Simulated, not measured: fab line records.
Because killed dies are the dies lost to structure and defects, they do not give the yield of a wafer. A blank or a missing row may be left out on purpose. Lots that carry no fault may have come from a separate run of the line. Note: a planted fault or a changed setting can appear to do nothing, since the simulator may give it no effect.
fab line records ; flow sfq_line
record lots=7; wafers=18; last_day=91
route steps=325 shown M0@32 I0@43 M1@58 I1@73 M8@325
lots that met no fault: taken from a fault-free run of the same line
start_h: start of the lot's first displayed wafer, in hours after the record's first day ; wait_h: hours elapsed since this lot's preceding step ; " identical to the entry in the row above ; L1.1+2: a row that stands for several wafers ; - no value, or no start given ; * or withheld: withheld ; < > ~ a bound
route shown NAME@n: names a module that has steps shown in the file, with the first one's number in the route ; usual: the fault-free wafers' mean and standard deviation ; same: alike in all rows ; chamber/n: place in a boat ; sites: per-site readings ; _std_site: standard deviation of those values ; _edge_site: inner sites' mean taken away from outer sites' mean ; radius_mm: for every site, how far away it sits from the centre of the wafer ; mask NAME#n: copy n ; behind: the tool/chamber that last shaped the wafer ; hold: why the lot was held/for how many hours/how that ended ; device: which transistor (n, p or np) failed to switch ; end of line: tests of these same wafers at the route's end ; for a step that has no rows: nothing shown but its recipe ; killed: at the first sort, the dies lost to defects and structure; wafer yield is something else ; map: per-die view of a wafer (x killed, . not killed, _ where there is no die)
set.NAME: the setting that was run; set.NAME@STEP: the one run at that earlier step ; model.NAME: the simulator's own value behind a step, which no gauge read
a table for each step, a row for each wafer; lots at some steps of the route
services: a tool's chamber out of use, with start hour (start_h, from the record's first day; less than 0 if before it), hours out, and reason
## steps
# step SFQ_TRILAYER_M0_LITHO_COAT_026
# recipe resist=BARC; spin_rpm=3000; resist_thk_nm=62
# step SFQ_TRILAYER_M0_LITHO_COAT_021
# recipe resist=KrF; spin_rpm=3000; resist_thk_nm=600
# step SFQ_TRILAYER_M0_LITHO_SOFTBAKE_025
# recipe temp_c=withheld; time_s=withheld; resist=KrF
# step SFQ_TRILAYER_M0_LITHO_EXPOSE_022
# recipe mask_id=M0; na=0.6; source_shape=conventional; sigma_outer=0.65; target_cd_nm=500; dose_mj=14.4
# step SFQ_TRILAYER_M0_LITHO_PEB_024
# recipe peb_temp_c=115; peb_time_s=60; resist=KrF
# step SFQ_TRILAYER_M0_LITHO_DEVELOP_023
# recipe time_s=60; resist=KrF
# step SFQ_M0_OVL_MEAS_906
# usual M0_OVL=3/5.5
lot.wafer;tool;chamber;start_h;wait_h;M0_OVL[nm]
L773.1;overlay-01;-;167.74;0.1;3
L773.2;overlay-01;-;167.74;0.1;2
L773.5;overlay-01;-;167.74;0.1;3
L774.2;overlay-02;-;176.15;0.1;2
L774.5;overlay-02;-;176.15;0.1;3
L774.6;overlay-02;-;176.15;0.1;4
L777.1;overlay-02;-;194.24;0.1;5
L777.5;overlay-02;-;194.24;0.1;-1
L777.6;overlay-02;-;194.24;0.1;9
L783.1;overlay-02;-;229.34;0.1;5
L783.4;overlay-02;-;229.34;0.1;10
L784.4;overlay-01;-;235.36;0.1;-7
L784.5;overlay-01;-;235.36;0.1;4
L787.4;overlay-01;-;247.36;0.1;0
L787.5;overlay-01;-;247.36;0.1;0
L789.3;overlay-01;-;259.53;0.1;2
L789.4;overlay-01;-;259.53;0.1;4
L789.5;overlay-01;-;259.53;0.1;2
# step SFQ_TRILAYER_M0_BARC_OPEN_METAL_ETCH_031
# recipe mask_material=PR; chemistry=O2; target_depth_nm=125; target=BARC; icp_w=600; bias_w=80; pressure_mtorr=10; time_s=41.7
# usual drypump_motor_current_A=5.7/0.53; oes_product_au=0.685/0.0049; rf_fwd_power_W=593/3.4
# same time_s=41.7
lot.wafer;tool;chamber;start_h;wait_h;drypump_motor_current_A;oes_product_au;rf_fwd_power_W;rf_hours_counter_h
L773.1;rie_metal-01;0;167.78;0.0;5.0;0.688;594;85
L773.2;rie_metal-01;1;167.78;0.0;5.6;0.687;589;192
L773.5;rie_metal-01;0;167.78;0.0;5.0;0.685;595;-
L774.2;rie_metal-03;0;176.18;0.0;5.0;0.687;592;15
L774.5;rie_metal-03;0;176.18;0.0;5.0;0.675;593;-
L774.6;rie_metal-03;1;176.18;0.0;6.5;0.688;591;-
L777.1;rie_metal-04;1;194.28;0.0;5.7;0.686;590;64
L777.5;rie_metal-04;0;194.28;0.0;6.2;0.691;594;-
L777.6;rie_metal-04;1;194.28;0.0;5.7;0.684;588;-
L783.1;rie_metal-03;0;229.38;0.0;5.0;0.685;592;25
L783.4;rie_metal-03;1;229.38;0.0;6.5;0.679;589;-
L784.4;rie_metal-04;0;235.40;0.0;6.2;0.678;596;-
L784.5;rie_metal-04;1;235.40;0.0;5.7;0.687;588;-
L787.4;rie_metal-03;1;247.40;0.0;6.5;0.679;593;-
L787.5;rie_metal-03;1;247.40;0.0;6.5;0.681;593;-
L789.3;rie_metal-01;1;259.57;0.0;5.6;0.687;589;-
L789.4;rie_metal-01;0;259.57;0.0;5.0;0.680;595;-
L789.5;rie_metal-01;1;259.57;0.0;5.6;0.686;589;-
# step SFQ_TRILAYER_M0_ETCH_METAL_ETCH_024
# recipe target=Nb; stop_on=SiO2; mask_material=PR; chemistry=Cl2/Ar; target_depth_nm=240; icp_w=600; bias_w=80; pressure_mtorr=10; time_s=120
# step SFQ_TRILAYER_M0_STRIP_STRIP_025
# recipe gas=O2; power_w=200; platen_temp_c=40; overash_fraction=0.65; chemistry=O2; pressure_mtorr=50
# step SFQ_TRILAYER_M0_STRIP_SOLV_CLEAN_026
# recipe chemistry=NMP; temp_c=70; time_s=600
# step SFQ_TRILAYER_I0_DEP_PECVD_027
# recipe material=SiO2; temp_c=150; time_s=111.11; pressure_torr=2.4; rf_w=183.3; precursor=SiH4/N2O; target_thk_nm=500
# usual heater_power_w=86/18; rf_fwd_power_W=182.4/0.63; throttle_valve_pct=25.2/1.7
# same time_s=111.11
lot.wafer;tool;chamber;start_h;wait_h;heater_power_w;rf_fwd_power_W;throttle_valve_pct
L773.1;pecvd-02;0;168.91;0.0;105;182.4;26.7
L773.2;pecvd-02;1;168.91;0.0;100;183.5;26.0
L773.5;pecvd-02;1;168.91;0.0;102;183.8;25.7
L774.2;pecvd-04;0;177.14;0.0;76;182.0;26.4
L774.5;pecvd-04;0;177.14;0.0;60;182.0;26.3
L774.6;pecvd-04;1;177.14;0.0;69;182.9;24.9
L777.1;pecvd-02;2;195.26;0.0;79;182.5;27.4
L777.5;pecvd-02;1;195.26;0.0;89;183.2;25.6
L777.6;pecvd-02;2;195.26;0.0;85;182.0;27.4
L783.1;pecvd-04;2;230.36;0.0;115;183.1;23.4
L783.4;pecvd-04;2;230.36;0.0;117;181.8;23.5
L784.4;pecvd-02;1;236.38;0.0;99;182.4;25.8
L784.5;pecvd-02;2;236.38;0.0;77;182.0;27.6
L787.4;pecvd-01;2;248.38;0.0;71;181.9;23.1
L787.5;pecvd-01;1;248.38;0.0;79;182.7;23.3
L789.3;pecvd-04;0;260.51;0.0;69;182.6;26.7
L789.4;pecvd-04;2;260.51;0.0;109;183.2;23.3
L789.5;pecvd-04;1;260.51;0.0;67;180.9;24.9
# step SFQ_TRILAYER_I0_CMP_CMP_028
# recipe material=SiO2; down_force_psi=3; platen_rpm=60; pad_velocity_m_s=0.94248
# usual motor_current_A=10.0/0.75; time_to_endpoint_s=208/8.8
lot.wafer;tool;chamber;start_h;wait_h;motor_current_A;time_to_endpoint_s;model.SiO2_of_TRILAYER_I0_DEP_PECVD_027.thk_nm
L773.2;cmp-02;3;178.65;9.7;10.3;209;199.4
L773.1;cmp-02;1;179.65;10.7;9.1;202;200.4
L773.5;cmp-02;3;180.65;11.7;10.6;208;199.5
L774.2;cmp-01;0;188.42;11.2;10.6;226;201.5
L774.6;cmp-01;1;188.42;11.2;9.8;216;199.1
L774.5;cmp-01;2;188.42;11.2;10.7;224;199.1
L777.1;cmp-02;1;205.65;10.4;9.4;200;198.5
L777.5;cmp-02;0;207.15;11.8;10.8;199;196.9
L777.6;cmp-02;1;207.15;11.8;10.2;210;199.8
L783.4;cmp-02;2;240.15;9.7;9.6;177;251
L783.1;cmp-02;3;240.15;9.7;10.4;164;248.9
L784.4;cmp-02;2;245.15;8.7;9.3;177;249.7
L784.5;cmp-02;3;247.65;11.2;10.5;205;199.2
L787.4;cmp-02;1;258.15;9.7;9.4;165;248.6
L787.5;cmp-02;0;259.65;11.2;11.5;199;196.4
L789.4;cmp-01;0;266.55;6.0;11.4;216;201.7
L789.3;cmp-01;1;266.55;6.0;10.2;207;199.6
L789.5;cmp-01;3;268.05;7.5;9.0;204;199.7
# step SFQ_I0_BOW_MEAS_907
# recipe mode=bow
# usual I0_BOW=1/7.4
lot.wafer;tool;chamber;start_h;wait_h;I0_BOW[um]
L773.1;film_metro-03;-;181.15;1.0;-6
L773.2;film_metro-03;-;181.15;1.0;9
L773.5;film_metro-03;-;181.15;1.0;3
L774.2;film_metro-04;-;189.94;1.0;-3
L774.5;film_metro-04;-;189.94;1.0;-8
L774.6;film_metro-04;-;189.94;1.0;-21
L777.1;film_metro-03;-;208.15;2.0;-5
L777.5;film_metro-03;-;208.15;2.0;-3
L777.6;film_metro-03;-;208.15;2.0;5
L783.1;film_metro-04;-;242.15;1.0;-7
L783.4;film_metro-04;-;242.15;1.0;3
L784.4;film_metro-04;-;248.21;2.6;-13
L784.5;film_metro-04;-;248.21;2.6;-10
L787.4;film_metro-04;-;260.21;1.6;14
L787.5;film_metro-04;-;260.21;1.6;-4
L789.3;film_metro-03;-;269.09;1.5;5
L789.4;film_metro-03;-;269.09;1.5;-12
L789.5;film_metro-03;-;269.09;1.5;-5
# step SFQ_TRILAYER_I0_METRO_MEASURE_029
# usual thk_nm=199.2/1.3
lot.wafer;tool;chamber;start_h;wait_h;thk_nm
L773.1;film_metro-03;-;181.27;0.1;200.5
L773.2;film_metro-03;-;181.27;0.1;199.5
L773.5;film_metro-03;-;181.27;0.1;199.5
L774.2;film_metro-04;-;190.24;0.3;201.6
L774.5;film_metro-04;-;190.24;0.3;199.3
L774.6;film_metro-04;-;190.24;0.3;199.2
L777.1;film_metro-03;-;208.27;0.1;198.5
L777.5;film_metro-03;-;208.27;0.1;196.8
L777.6;film_metro-03;-;208.27;0.1;199.9
L783.1;film_metro-04;-;242.27;0.1;248.6
L783.4;film_metro-04;-;242.27;0.1;251.3
L784.4;film_metro-04;-;248.87;0.6;250.0
L784.5;film_metro-04;-;248.87;0.6;199.0
L787.4;film_metro-04;-;260.87;0.6;248.7
L787.5;film_metro-04;-;260.87;0.6;196.4
L789.3;film_metro-03;-;269.57;0.5;199.6
L789.4;film_metro-03;-;269.57;0.5;201.8
L789.5;film_metro-03;-;269.57;0.5;199.6
# step SFQ_TRILAYER_I0_VIA_LITHO_COAT_036
# recipe resist=BARC; spin_rpm=3000; resist_thk_nm=62
# step SFQ_TRILAYER_I0_VIA_LITHO_COAT_031
# recipe resist=KrF; spin_rpm=3000; resist_thk_nm=650
# step SFQ_TRILAYER_I0_VIA_LITHO_SOFTBAKE_035
# recipe temp_c=withheld; time_s=withheld; resist=KrF
# step SFQ_TRILAYER_I0_VIA_LITHO_EXPOSE_032
# recipe mask_id=I0; na=0.6; source_shape=conventional; sigma_outer=0.65; target_cd_nm=500; dose_mj=21.3
# step SFQ_TRILAYER_I0_VIA_LITHO_PEB_034
# recipe peb_temp_c=115; peb_time_s=60; resist=KrF
# step SFQ_TRILAYER_I0_VIA_LITHO_DEVELOP_033
# recipe time_s=60; resist=KrF
# step SFQ_I0_OVL_MEAS_908
# usual I0_OVL=-6/4.9
lot.wafer;tool;chamber;start_h;wait_h;I0_OVL[nm]
L773.1;overlay-02;-;219.29;0.1;-6
L773.2;overlay-02;-;219.29;0.1;-9
L773.5;overlay-02;-;219.29;0.1;-1
L774.2;overlay-02;-;227.31;0.1;-3
L774.5;overlay-02;-;227.31;0.1;-2
L774.6;overlay-02;-;227.31;0.1;-3
L777.1;overlay-02;-;247.80;0.1;-11
L777.5;overlay-02;-;247.80;0.1;-10
L777.6;overlay-02;-;247.80;0.1;-15
L783.1;overlay-02;-;279.00;0.1;-2
L783.4;overlay-02;-;279.00;0.1;-2
L784.4;overlay-02;-;283.82;0.1;-4
L784.5;overlay-02;-;283.82;0.1;1
L787.4;overlay-02;-;302.53;0.1;-3
L787.5;overlay-02;-;302.53;0.1;1
L789.3;overlay-01;-;313.32;0.1;-12
L789.4;overlay-01;-;313.32;0.1;-11
L789.5;overlay-01;-;313.32;0.1;-9
# step SFQ_TRILAYER_I0_VIA_BARC_OPEN_VIA_ETCH_046
# recipe mask_material=PR; chemistry=O2; target_depth_nm=125; target=BARC; source_w=500; bias_w=80; pressure_mtorr=30; time_s=41.7
# usual drypump_motor_current_A=5.8/0.34; oes_product_au=0.685/0.0051; rf_fwd_power_W=494.3/2.5
# same time_s=41.7
lot.wafer;tool;chamber;start_h;wait_h;drypump_motor_current_A;oes_product_au;rf_fwd_power_W;rf_hours_counter_h
L773.1;rie_diel-03;2;219.32;0.0;5.7;0.674;496.7;117
L773.2;rie_diel-03;1;219.32;0.0;5.8;0.687;493.6;81
L773.5;rie_diel-03;0;219.32;0.0;6.2;0.675;493.2;-
L774.2;rie_diel-02;2;227.34;0.0;5.8;0.682;490.7;0
L774.5;rie_diel-02;2;227.34;0.0;5.8;0.694;491.5;-
L774.6;rie_diel-02;3;227.34;0.0;5.9;0.687;495.1;-
L777.1;rie_diel-02;0;247.84;0.0;5.6;0.689;493.9;133
L777.5;rie_diel-02;1;247.84;0.0;6.1;0.687;498.0;-
L777.6;rie_diel-02;2;247.84;0.0;5.9;0.688;491.3;-
L783.1;rie_diel-03;2;279.04;0.0;5.7;0.681;496.2;118
L783.4;rie_diel-03;0;279.04;0.0;6.2;0.681;493.1;82
L784.4;rie_diel-03;1;283.84;0.0;5.8;0.686;494.0;82
L784.5;rie_diel-03;2;283.84;0.0;5.7;0.678;496.3;-
L787.4;rie_diel-04;0;302.54;0.0;5.0;0.685;492.7;11
L787.5;rie_diel-04;2;302.54;0.0;5.5;0.686;493.6;-
L789.3;rie_diel-02;2;313.34;0.0;5.9;0.693;488.6;2
L789.4;rie_diel-02;2;313.34;0.0;5.9;0.683;486.3;-
L789.5;rie_diel-02;3;313.34;0.0;5.9;0.677;495.2;-
# step SFQ_TRILAYER_I0_VIA_ETCH_VIA_ETCH_034
# recipe target=SiO2; stop_on=Nb; mask_material=PR; taper_deg=20; chemistry=CHF3; target_depth_nm=260; source_w=500; bias_w=80; pressure_mtorr=30; time_s=withheld
# usual drypump_motor_current_A=5.8/0.34; oes_product_au=0.853/0.0051; rf_fwd_power_W=498.2/1.6
lot.wafer;tool;chamber;start_h;wait_h;drypump_motor_current_A;oes_product_au;rf_fwd_power_W;model.etch.depth_nm;model.I0.feature_depth_nm
L773.1;rie_diel-03;2;219.36;0.0;5.7;0.850;502.1;200.4;200.4
L773.2;rie_diel-03;1;219.36;0.0;5.8;0.851;497.3;199.4;199.4
L773.5;rie_diel-03;0;219.36;0.0;6.2;0.857;500.4;199.5;199.5
L774.2;rie_diel-02;2;227.38;0.0;5.9;0.855;496.1;201.5;201.5
L774.5;rie_diel-02;2;227.38;0.0;5.9;0.850;495.7;199.1;199.1
L774.6;rie_diel-02;3;227.38;0.0;5.9;0.848;498.1;199.1;199.1
L777.1;rie_diel-02;0;247.88;0.0;5.5;0.851;497.5;198.5;198.5
L777.5;rie_diel-02;1;247.88;0.0;6.1;0.840;496.9;196.9;196.9
L777.6;rie_diel-02;2;247.88;0.0;5.8;0.856;494.9;199.8;199.8
L783.1;rie_diel-03;2;279.08;0.0;5.7;0.964;497.7;248.9;248.9
L783.4;rie_diel-03;0;279.08;0.0;6.2;0.976;498.3;251;251
L784.4;rie_diel-03;1;283.88;0.0;5.8;0.963;497.6;249.7;249.7
L784.5;rie_diel-03;2;283.88;0.0;5.7;0.851;502.4;199.2;199.2
L787.4;rie_diel-04;0;302.58;0.0;5.0;0.970;497.1;248.6;248.6
L787.5;rie_diel-04;2;302.58;0.0;5.5;0.843;497.9;196.4;196.4
L789.3;rie_diel-02;2;313.38;0.0;5.9;0.853;495.6;199.6;199.6
L789.4;rie_diel-02;2;313.38;0.0;5.8;0.862;497.4;201.7;201.7
L789.5;rie_diel-02;3;313.38;0.0;5.9;0.859;497.4;199.7;199.7
# step SFQ_TRILAYER_I0_VIA_STRIP_STRIP_035
# recipe gas=O2; power_w=200; platen_temp_c=40; overash_fraction=0.65; chemistry=O2; pressure_mtorr=50
# step SFQ_TRILAYER_I0_VIA_STRIP_SOLV_CLEAN_036
# recipe chemistry=NMP; temp_c=70; time_s=600
# step SFQ_TRILAYER_M1_DEP_PRE_CLEAN_038
# recipe gas=Ar; time_s=22.5; bias_v=250
# same time_s=22.5
lot.wafer;tool;chamber;start_h;wait_h;model.SiO2_of_TRILAYER_I0_DEP_PECVD_027.thk_nm
L773.1;pvd_sputter-03;-;220.25;0.0;192.9
L773.2;pvd_sputter-03;-;220.25;0.0;191.9
L773.5;pvd_sputter-03;-;220.25;0.0;192
L774.2;pvd_sputter-06;-;228.27;0.0;194
L774.5+6;pvd_sputter-06;-;228.27;0.0;191.6
L777.1;pvd_sputter-06;-;248.77;0.0;191
L777.5;pvd_sputter-06;-;248.77;0.0;189.4
L777.6;pvd_sputter-06;-;248.77;0.0;192.3
L783.1;pvd_sputter-03;-;279.97;0.0;241.4
L783.4;pvd_sputter-03;-;279.97;0.0;243.5
L784.4;pvd_sputter-06;-;284.77;0.0;242.2
L784.5;pvd_sputter-06;-;284.77;0.0;191.7
L787.4;pvd_sputter-04;-;303.47;0.0;241.1
L787.5;pvd_sputter-04;-;303.47;0.0;188.9
L789.3;pvd_sputter-06;-;314.27;0.0;192.1
L789.4;pvd_sputter-06;-;314.27;0.0;194.2
L789.5;pvd_sputter-06;-;314.27;0.0;192.2
# step SFQ_TRILAYER_M1_DEP_SPUTTER_037
# recipe material=Nb; base_pressure_pa=1.33e-06; chamber_pressure_pa=0.1333; substrate_temp_c=20; resputter_cathode_voltage_v=400; target_thk_nm=200; power_w=2000; time_s=133.3
# step SFQ_M1_RS_MEAS_909
# recipe thk_meas_gauge=four-point-probe; reads=Nb_of_TRILAYER_M1_DEP_SPUTTER_037
# usual M1_NB_RS=0.891/0.011
lot.wafer;tool;chamber;start_h;wait_h;M1_NB_RS[ohm/sq]
L773.1;film_metro-04;-;221.36;1.0;0.904
L773.2;film_metro-04;-;221.36;1.0;0.905
L773.5;film_metro-04;-;221.36;1.0;0.903
L774.2;film_metro-04;-;228.41;0.1;0.889
L774.5;film_metro-04;-;228.41;0.1;0.893
L774.6;film_metro-04;-;228.41;0.1;0.873
L777.1;film_metro-04;-;249.47;0.6;0.884
L777.5;film_metro-04;-;249.47;0.6;0.897
L777.6;film_metro-04;-;249.47;0.6;0.875
L783.1;film_metro-02;-;280.12;0.1;0.901
L783.4;film_metro-02;-;280.12;0.1;0.907
L784.4;film_metro-04;-;284.95;0.1;0.895
L784.5;film_metro-04;-;284.95;0.1;0.882
L787.4;film_metro-02;-;303.65;0.1;0.896
L787.5;film_metro-02;-;303.65;0.1;0.884
L789.3;film_metro-02;-;314.43;0.1;0.901
L789.4;film_metro-02;-;314.43;0.1;0.883
L789.5;film_metro-02;-;314.43;0.1;0.888
# step SFQ_TRILAYER_M1_LITHO_COAT_044
# recipe resist=BARC; spin_rpm=3000; resist_thk_nm=62
# step SFQ_TRILAYER_M1_LITHO_COAT_039
# recipe resist=KrF; spin_rpm=3000; resist_thk_nm=600
# step SFQ_TRILAYER_M1_LITHO_SOFTBAKE_043
# recipe temp_c=withheld; time_s=withheld; resist=KrF
# step SFQ_TRILAYER_M1_LITHO_EXPOSE_040
# recipe mask_id=M1; na=0.6; source_shape=conventional; sigma_outer=0.65; target_cd_nm=500; dose_mj=14.4
# step SFQ_TRILAYER_M1_LITHO_PEB_042
# recipe peb_temp_c=115; peb_time_s=60; resist=KrF
# step SFQ_TRILAYER_M1_LITHO_DEVELOP_041
# recipe time_s=60; resist=KrF
# step SFQ_M1_OVL_MEAS_911
# usual M1_OVL=1/4.9
lot.wafer;tool;chamber;start_h;wait_h;M1_OVL[nm]
L773.1;overlay-02;-;305.94;0.1;7
L773.2;overlay-02;-;305.94;0.1;7
L773.5;overlay-02;-;305.94;0.1;5
L774.2;overlay-01;-;320.31;0.1;-11
L774.5;overlay-01;-;320.31;0.1;-1
L774.6;overlay-01;-;320.31;0.1;-1
L777.1;overlay-01;-;343.10;0.1;-1
L777.5;overlay-01;-;343.10;0.1;-1
L777.6;overlay-01;-;343.10;0.1;5
L783.1;overlay-01;-;383.55;0.1;2
L783.4;overlay-01;-;383.55;0.1;4
L784.4;overlay-01;-;388.37;0.1;-2
L784.5;overlay-01;-;388.37;0.1;-5
L787.4;overlay-02;-;408.75;0.1;1
L787.5;overlay-02;-;408.75;0.1;-4
L789.3;overlay-02;-;421.95;0.1;-3
L789.4;overlay-02;-;421.95;0.1;-3
L789.5;overlay-02;-;421.95;0.1;-1
# step SFQ_TRILAYER_M1_BARC_OPEN_METAL_ETCH_054
# recipe mask_material=PR; chemistry=O2; target_depth_nm=125; target=BARC; icp_w=600; bias_w=80; pressure_mtorr=10; time_s=41.7
# step SFQ_TRILAYER_M1_ETCH_METAL_ETCH_042
# recipe target=Nb; stop_on=SiO2; mask_material=PR; chemistry=Cl2/Ar; target_depth_nm=240; icp_w=600; bias_w=80; pressure_mtorr=10; time_s=120
# usual drypump_motor_current_A=5.8/0.44; oes_product_au=0.893/0.007; rf_fwd_power_W=596.8/2.2
# same time_s=120
lot.wafer;tool;chamber;start_h;wait_h;drypump_motor_current_A;oes_product_au;rf_fwd_power_W;rf_hours_counter_h
L773.1;rie_metal-04;1;306.04;0.0;5.7;0.880;596.3;85
L773.2;rie_metal-04;0;306.04;0.0;6.2;0.888;598.8;181
L773.5;rie_metal-04;0;306.04;0.0;6.2;0.888;598.3;-
L774.2;rie_metal-01;0;320.40;0.0;5.0;0.892;596.4;117
L774.5;rie_metal-01;0;320.40;0.0;5.0;0.894;595.4;-
L774.6;rie_metal-01;1;320.40;0.0;5.6;0.906;594.8;-
L777.1;rie_metal-02;0;343.20;0.0;6.3;0.900;595.7;41
L777.5;rie_metal-02;1;343.20;0.0;5.9;0.895;599.1;-
L777.6;rie_metal-02;0;343.20;0.0;6.3;0.904;597.6;-
L783.1;rie_metal-01;0;383.65;0.0;4.9;0.890;595.2;130
L783.4;rie_metal-01;0;383.65;0.0;5.0;0.874;596.5;-
L784.4;rie_metal-02;0;388.49;0.1;6.3;0.884;595.9;-
L784.5;rie_metal-02;1;388.49;0.1;5.8;0.898;597.6;-
L787.4;rie_metal-02;1;408.87;0.1;5.8;0.883;596.9;-
L787.5;rie_metal-02;0;408.87;0.1;6.3;0.894;602.7;-
L789.3;rie_metal-04;1;422.07;0.1;5.6;0.893;596.3;-
L789.4;rie_metal-04;0;422.07;0.1;6.2;0.890;597.8;-
L789.5;rie_metal-04;1;422.07;0.1;5.7;0.892;595.4;-
# step SFQ_TRILAYER_M1_STRIP_STRIP_043
# recipe gas=O2; power_w=200; platen_temp_c=40; overash_fraction=0.65; chemistry=O2; pressure_mtorr=50
# usual drypump_motor_current_A=5.8/0.45; oes_product_au=1.001/0.013
lot.wafer;tool;chamber;start_h;wait_h;drypump_motor_current_A;oes_product_au;rf_hours_counter_h
L773.1;rie_metal-04;1;306.16;0.1;5.7;1.022;85
L773.2;rie_metal-04;0;306.16;0.1;6.2;1.004;182
L773.5;rie_metal-04;0;306.16;0.1;6.2;1.004;-
L774.2;rie_metal-01;0;320.52;0.1;5.0;1.013;118
L774.5;rie_metal-01;0;320.52;0.1;5.0;1.000;-
L774.6;rie_metal-01;1;320.52;0.1;5.6;0.988;-
L777.1;rie_metal-02;0;343.32;0.1;6.3;0.989;41
L777.5;rie_metal-02;1;343.32;0.1;5.9;1.016;-
L777.6;rie_metal-02;0;343.32;0.1;6.3;0.995;-
L783.1;rie_metal-01;0;383.77;0.1;5.0;1.005;130
L783.4;rie_metal-01;0;383.77;0.1;5.0;1.000;-
L784.4;rie_metal-02;0;388.77;0.2;6.3;0.988;-
L784.5;rie_metal-02;1;388.77;0.2;5.8;1.004;-
L787.4;rie_metal-02;1;409.15;0.2;5.8;1.021;-
L787.5;rie_metal-02;0;409.15;0.2;6.3;0.986;-
L789.3;rie_metal-04;1;422.35;0.2;5.7;1.021;-
L789.4;rie_metal-04;0;422.35;0.2;6.2;0.981;-
L789.5;rie_metal-04;1;422.35;0.2;5.7;1.013;-
# step SFQ_TRILAYER_M1_STRIP_SOLV_CLEAN_044
# recipe chemistry=NMP; temp_c=70; time_s=600
# step SFQ_TRILAYER_I1_DEP_PECVD_045
# recipe material=SiO2; temp_c=150; time_s=111.11; pressure_torr=2.4; rf_w=183.3; precursor=SiH4/N2O; target_thk_nm=500
# step SFQ_M8_BOW_MEAS_951
# recipe mode=bow
# usual M8_BOW=9/11
lot.wafer;tool;chamber;start_h;wait_h;M8_BOW[um];model.etest.i0.link_ohm
L773.1;film_metro-01;-;2048.04;0.0;6;1.97
L773.2;film_metro-01;-;2048.04;0.0;19;1.98
L773.5;film_metro-01;-;2048.04;0.0;14;1.979
L774.2;film_metro-04;-;2051.66;0.0;3;1.962
L774.5;film_metro-04;-;2051.66;0.0;-1;1.98
L774.6;film_metro-04;-;2051.66;0.0;-13;1.931
L777.1;film_metro-03;-;2059.09;0.0;4;1.963
L777.5;film_metro-03;-;2059.09;0.0;5;1.978
L777.6;film_metro-03;-;2059.09;0.0;14;1.948
L783.1;film_metro-04;-;2083.33;0.0;-5;2.026
L783.4;film_metro-04;-;2083.33;0.0;6;2.034
L784.4;film_metro-03;-;2094.94;0.1;-3;2.037
L784.5;film_metro-03;-;2094.94;0.1;0;1.957
L787.4;film_metro-03;-;2180.96;0.1;6;2.013
L787.5;film_metro-03;-;2180.96;0.1;-12;1.948
L789.3;film_metro-04;-;2188.27;0.0;30;1.977
L789.4;film_metro-04;-;2188.27;0.0;11;1.959
L789.5;film_metro-04;-;2188.27;0.0;18;1.962
## services
tool;chamber;start_h;hours;kind
rie_diel-02;0;146.40;1.3;repair
rie_metal-01;-;148.47;16.1;repair
cmp-02;-;154.15;7.8;repair
cmp-02;-;164.97;7.2;pm
rie_diel-03;-;178.34;1.5;repair
pvd_sputter-06;-;189.12;0.7;repair
rie_diel-03;1;190.87;7.5;repair
rie_diel-03;2;192.37;1.7;repair
rie_diel-02;2;193.84;8.5;repair
pvd_sputter-06;-;221.16;3.3;repair
cmp-02;-;235.15;4.0;pm
rie_diel-03;1;260.50;5.9;repair
rie_diel-02;0;269.45;7.8;repair
rie_diel-03;3;287.54;6.2;repair
rie_metal-04;1;289.96;2.2;repair
cmp-02;-;307.54;1.6;repair
rie_metal-02;-;330.54;1.4;pm
rie_metal-04;1;331.70;15.4;repair
rie_diel-02;2;338.96;1.8;repair
cmp-02;-;342.64;0.8;repair
rie_metal-02;1;347.75;9.7;repair
rie_metal-02;-;348.86;2.8;pm
rie_diel-03;2;406.22;6.4;repair
rie_diel-03;3;408.10;3.8;repair
## key
first_sign step=SFQ_TRILAYER_I0_CMP_CMP_028; reading=time_to_endpoint_s; direction=down; sigmas=4.3; usual=*; struck=*
effect step=SFQ_TRILAYER_I0_METRO_MEASURE_029; reading=thk_nm; direction=up; sigmas=40; usual=199.2; struck=249.6
effect step=SFQ_TRILAYER_I0_VIA_ETCH_VIA_ETCH_034; reading=oes_product_au; direction=up; sigmas=23; usual=0.853; struck=0.968
model_effect step=SFQ_TRILAYER_I0_CMP_CMP_028; value=SiO2_of_TRILAYER_I0_DEP_PECVD_027.thk_nm; without=199.5; struck=249.5
model_effect step=SFQ_TRILAYER_I0_VIA_ETCH_VIA_ETCH_034; value=etch.depth_nm; without=199.5; struck=249.5
model_effect step=SFQ_TRILAYER_M1_DEP_PRE_CLEAN_038; value=SiO2_of_TRILAYER_I0_DEP_PECVD_027.thk_nm; without=192; struck=242
model_effect step=SFQ_M8_BOW_MEAS_951; value=etest.i0.link_ohm; without=1.98; struck=2.028
met_at SFQ_TRILAYER_I0_CMP_CMP_028
struck_wafers L783.1,L783.4,L784.4,L787.4
onset_between 205.65 240.15
fault kind=process_parameter_drift; tool=cmp-02; chamber=-; onset_h=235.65; steps=SFQ_TRILAYER_I0_CMP_CMP_028; channel=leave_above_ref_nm; offset=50; shape=step; end_h=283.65; scope=struck_wafers_only; acts_in=these_recipes_only; stated=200
